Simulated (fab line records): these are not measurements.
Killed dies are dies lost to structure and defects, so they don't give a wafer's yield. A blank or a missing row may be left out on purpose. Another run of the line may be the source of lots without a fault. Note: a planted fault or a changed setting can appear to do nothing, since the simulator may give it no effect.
Which tool was responsible? + flow sky130 + Sampling: 14 lots, 42 wafers, 3 of 708 route steps

## WHAT EACH GAUGE READ, for each wafer
SKY_CONTACT_RS_MEAS_25: measurement is done with a four-point probe.
| lot  | measured     | on           | CONTACT_W_RS (ohm/sq)               |
|------|--------------|--------------|-------------------------------------|
| L610 | day 32 11:35 | filmMetro-02 | 0.336 0.332 0.339                   |
| L611 | day 32 17:46 | filmMetro-01 | 0.339 0.336 0.335                   |
| L612 | day 33 00:13 | filmMetro-01 | 0.335 0.337 0.338                   |
| L613 | day 34 03:11 | filmMetro-01 | 0.337 0.338 0.338                   |
| L614 | day 34 06:19 | filmMetro-02 | 0.340 0.340 0.338                   |
| L617 | day 34 15:58 | filmMetro-02 | 0.336 0.339 0.336                   |
| L616 | day 34 20:59 | filmMetro-02 | 0.336 0.335 0.334                   |
| L619 | day 34 23:20 | filmMetro-04 | 0.335 0.339 0.332                   |
| L618 | day 35 00:45 | filmMetro-02 | 0.338 0.339 0.336                   |
| L623 | day 36 11:34 | filmMetro-02 | 0.425 0.425 0.335 0.425 0.425 0.336 |
| L625 | day 36 22:49 | filmMetro-02 | 0.421 0.332 0.428 0.422 0.333 0.428 |
| L627 | day 37 22:04 | filmMetro-02 | 0.348 0.343 0.341                   |
| L628 | day 38 01:40 | filmMetro-04 | 0.343 0.334 0.341                   |
| L631 | day 38 21:22 | filmMetro-01 | 0.341 0.339 0.336                   |

SKY_CONTACT_THK_MEAS_26: measures by xrf.
| lot  | measured     | on           | CONTACT_W_THK (nm)      |
|------|--------------|--------------|-------------------------|
| L610 | day 32 11:43 | filmMetro-02 | 347 350 343             |
| L611 | day 32 17:53 | filmMetro-01 | 345 352 354             |
| L612 | day 33 00:19 | filmMetro-01 | 353 349 349             |
| L613 | day 34 03:17 | filmMetro-01 | 345 345 346             |
| L614 | day 34 06:24 | filmMetro-02 | 340 340 341             |
| L617 | day 34 16:04 | filmMetro-02 | 344 343 344             |
| L616 | day 34 21:05 | filmMetro-02 | 345 346 346             |
| L619 | day 34 23:27 | filmMetro-04 | 339 336 344             |
| L618 | day 35 00:51 | filmMetro-02 | 341 341 346             |
| L623 | day 36 21:53 | filmMetro-02 | 286 286 344 286 287 345 |
| L625 | day 37 02:53 | filmMetro-02 | 288 344 286 287 344 284 |
| L627 | day 37 22:11 | filmMetro-02 | 328 334 336             |
| L628 | day 38 01:47 | filmMetro-04 | 330 336 331             |
| L631 | day 38 21:29 | filmMetro-01 | 349 348 351             |

## WHICH TOOL RAN EACH LOT (tool, then ch and the chambers of the sampled wafers, then the start)
| lot  | SKY_CONTACT_CVD_24           |
|------|------------------------------|
| L610 | cvdW-02 ch 0,1, day 32 11:29 |
| L611 | cvdW-01 ch 0,1, day 32 17:38 |
| L612 | cvdW-02 ch 0,1, day 33 00:05 |
| L613 | cvdW-01 ch 0,1, day 34 03:03 |
| L614 | cvdW-01 ch 0,1, day 34 06:11 |
| L617 | cvdW-01 ch 0,1, day 34 15:50 |
| L616 | cvdW-02 ch 0,1, day 34 20:51 |
| L619 | cvdW-01 ch 0, day 34 23:13   |
| L618 | cvdW-01 ch 0,1, day 35 00:38 |
| L623 | cvdW-02 ch 0,1, day 36 11:27 |
| L625 | cvdW-02 ch 0,1, day 36 22:42 |
| L627 | cvdW-01 ch 0,1, day 37 21:57 |
| L628 | cvdW-01 ch 1, day 38 01:34   |
| L631 | cvdW-01 ch 0,1, day 38 21:16 |
- SKY_CONTACT_CVD_24: deposits W, target thk 340 nm, time 102.12 s.

## AS READ BY THE TOOLS THEMSELVES (means over the sampled wafers that have a number; for cases with no such wafer, the mark the record gives instead)
SKY_CONTACT_CVD_24.
| lot  | tool    | heaterPowerW (W) |
|------|---------|------------------|
| L610 | cvdW-02 | 767              |
| L611 | cvdW-01 | 762              |
| L612 | cvdW-02 | 810              |
| L613 | cvdW-01 | 766              |
| L614 | cvdW-01 | 807              |
| L617 | cvdW-01 | 770              |
| L616 | cvdW-02 | 810              |
| L619 | cvdW-01 | 729              |
| L618 | cvdW-01 | 773              |
| L623 | cvdW-02 | 769              |
| L625 | cvdW-02 | 766              |
| L627 | cvdW-01 | 819              |
| L628 | cvdW-01 | 846              |
| L631 | cvdW-01 | 807              |

## THE ANSWER, worked out from the rows above alone
Rule: what is usual is taken from the lots themselves. Put in order of their means at a reading, lots are off if they are a third of the lots or fewer, leave a main group of 4 or more, and stand apart from it by a gap of 3 or more times the standard deviation of the main group's means; of several such gaps the widest counts. The tables above print the reading to a certain number of digits; a main group whose means all agree to those digits is not used. Also off: a lot with no number at a reading for which 4 or more lots have one. Any other lot the step has rows for is counted as sound. First the gauges in route order, then the tools' own readings, where a lot's mean is used as printed above. The first step at which some lot is off is used, and at that step the reading that is off furthest; a lot without a number counts as furthest.
Off: L623, L625, seen at SKY_CONTACT_RS_MEAS_25 (CONTACT_W_RS). Mean 0.338 ohm/sq and standard deviation 0.0023 in the main group.
If a tool, at a process step before that reading, ran all the lots that are off and no sound lot after the first of them, it fits. Gauges at SKY_CONTACT_RS_MEAS_25: tried the same way as those tools. One candidate fits, namely cvdW-02 at SKY_CONTACT_CVD_24. Its last sound lot is L616 (day 34 20:51), its first lot that is off L623 (day 36 11:27): a fault that began between those two fits.

## WHAT THE SIMULATOR PUT IN
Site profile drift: cvdW-02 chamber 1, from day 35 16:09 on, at SKY_CONTACT_CVD_24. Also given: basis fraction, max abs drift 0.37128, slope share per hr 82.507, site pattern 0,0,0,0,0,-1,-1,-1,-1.
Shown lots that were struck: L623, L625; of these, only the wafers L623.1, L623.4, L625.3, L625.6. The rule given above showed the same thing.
